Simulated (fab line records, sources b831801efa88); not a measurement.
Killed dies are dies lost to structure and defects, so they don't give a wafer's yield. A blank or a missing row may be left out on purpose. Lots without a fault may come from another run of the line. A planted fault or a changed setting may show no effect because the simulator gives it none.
Which tool did it? | flow sky130 | 7 lots, 21 wafers sampled, at 1 step of a route of 708

WHAT THE GAUGES READ, wafer by wafer
SKY_DNWELL_TW_MEAS_09.
lot  | measured    | on            | DNWELL_TW
L108 | day 3 13:53 | film_metro-02 | 1092 1093 1089
L112 | day 4 10:22 | film_metro-03 | 1118 1113 1114
L115 | day 5 00:44 | film_metro-01 | 1100 1099 1099
L118 | day 5 21:26 | film_metro-02 | 1097 1094 1096
L125 | day 7 07:38 | film_metro-03 | 1116 1118 1115
L128 | day 7 20:43 | film_metro-01 | 1120 1118 1109
L130 | day 8 09:13 | film_metro-01 | 1116 1123 1119

WHICH TOOL RAN EACH LOT (tool, then ch and the chambers of the sampled wafers, then the start)
The record holds no process step before these readings.

THE ANSWER, worked out from the rows above alone
Rule: what is usual is taken from the lots themselves. Put in order of their means at a reading, lots are off if they are a third of the lots or fewer, leave a main group of 4 or more, and stand apart from it by a gap of 3 or more times the standard deviation of the main group's means; of several such gaps the widest counts. A main group whose means are all the same, to the digits that the tables above print for the reading, isn't used. A lot without any number at a reading at which 4 lots or more have one is off too. The other lots that the step has rows for count as sound.
No lot is off at any reading shown: from this, nothing can be told.

WHAT THE SIMULATOR HAD PUT IN
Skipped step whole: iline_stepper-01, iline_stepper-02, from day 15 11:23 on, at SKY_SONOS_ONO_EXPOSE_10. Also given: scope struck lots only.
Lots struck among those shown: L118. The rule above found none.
